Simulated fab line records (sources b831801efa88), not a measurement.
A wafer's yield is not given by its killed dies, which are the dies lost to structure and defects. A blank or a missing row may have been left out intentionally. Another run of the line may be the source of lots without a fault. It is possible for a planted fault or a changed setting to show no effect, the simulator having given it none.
Which of the tools did it?    flow sfq line    15 lots (45 wafers sampled), 1 step of a 325-step route

WHAT EACH GAUGE READ, for each wafer
The record holds no reading of a measuring or inspecting step that can be judged against a usual standard deviation.

WHAT TOOL EACH LOT RAN ON (gives the tool, then ch and the chambers of the sampled wafers, and finally the start)
lot   SFQ_TRILAYER_JJ_CE_LITHO_EXPOSE_115
L988  krf scanner-01 ch 0, day 55 00:11
L990  krf scanner-01 ch 0, day 55 04:11
L992  krf scanner-02 ch 0, day 55 07:05
L993  krf scanner-02 ch 0, day 55 08:17
L994  krf scanner-02 ch 0, day 55 09:29
L996  krf scanner-01, day 60 17:35
L997  krf scanner-01, day 60 18:59
L998  krf scanner-01, day 61 01:59
L999  krf scanner-01 ch 0, day 61 16:23
L100  krf scanner-01 ch 0, day 62 13:59
L105  krf scanner-02 ch 0, day 65 19:32
L106  krf scanner-02 ch 0, day 66 15:50
L107  krf scanner-02 ch 0, day 66 23:02
L109  krf scanner-01 ch 0, day 67 14:03
L110  krf scanner-01 ch 0, day 67 18:39
- SFQ_TRILAYER_JJ_CE_LITHO_EXPOSE_115: exposes mask J5, target cd 700 nm.

WHAT THE TOOLS THEMSELVES READ (means of the sampled wafers that have a number; where no wafer has one, the mark that the record gives instead)
SFQ_TRILAYER_JJ_CE_LITHO_EXPOSE_115.
lot   tool            exposure dose mJ cm2  focus offset nm (nm)  stage vel mm s (mm/s)
L988  krf scanner-01  14.405                0.3                   499.87
L990  krf scanner-01  14.421                0.4                   500.32
L992  krf scanner-02  14.414                -0.0                  499.85
L993  krf scanner-02  14.399                0.3                   499.67
L994  krf scanner-02  14.404                -0.2                  500.32
L996  krf scanner-01  -                     -                     -
L997  krf scanner-01  -                     -                     -
L998  krf scanner-01  -                     -                     -
L999  krf scanner-01  14.371                0.1                   500.14
L100  krf scanner-01  14.392                0.2                   500.15
L105  krf scanner-02  14.420                0.6                   499.84
L106  krf scanner-02  14.406                -0.2                  499.76
L107  krf scanner-02  14.422                -0.1                  500.07
L109  krf scanner-01  14.381                -0.3                  499.62
L110  krf scanner-01  14.414                -0.6                  499.99

THE ANSWER, worked out from the rows above alone
Rule: usual is defined by the lots themselves. The widest of any qualifying gaps counts: lots, ordered by their means at a reading, are off when they make up no more than a third of the lots, leave a main group of 4 or more, and stand apart from it by 3 or more times the standard deviation of that group's means. A main group whose means are all the same, to the digits that the tables above print for the reading, isn't used. A lot without any number at a reading at which 4 lots or more have one is off too. Where the step has rows for the other lots, those lots are counted as sound. First the gauges in route order, then the tools' own readings, where a lot's mean is used as printed above. The first step at which some lot is off is used, and at that step the reading that is off furthest; a lot without a number counts as furthest.
Off: L996, L997, L998, at SFQ_TRILAYER_JJ_CE_LITHO_EXPOSE_115 (exposure dose mJ cm2). Without a number there: L996, L997, L998. Mean 14.404 and standard deviation 0.015 in the main group.
A tool fits if, at that step or a process step before it, it ran every lot that is off, and no sound lot after the first of them. Not one of the candidates tried fits.

WHAT WAS PUT IN BY THE SIMULATOR
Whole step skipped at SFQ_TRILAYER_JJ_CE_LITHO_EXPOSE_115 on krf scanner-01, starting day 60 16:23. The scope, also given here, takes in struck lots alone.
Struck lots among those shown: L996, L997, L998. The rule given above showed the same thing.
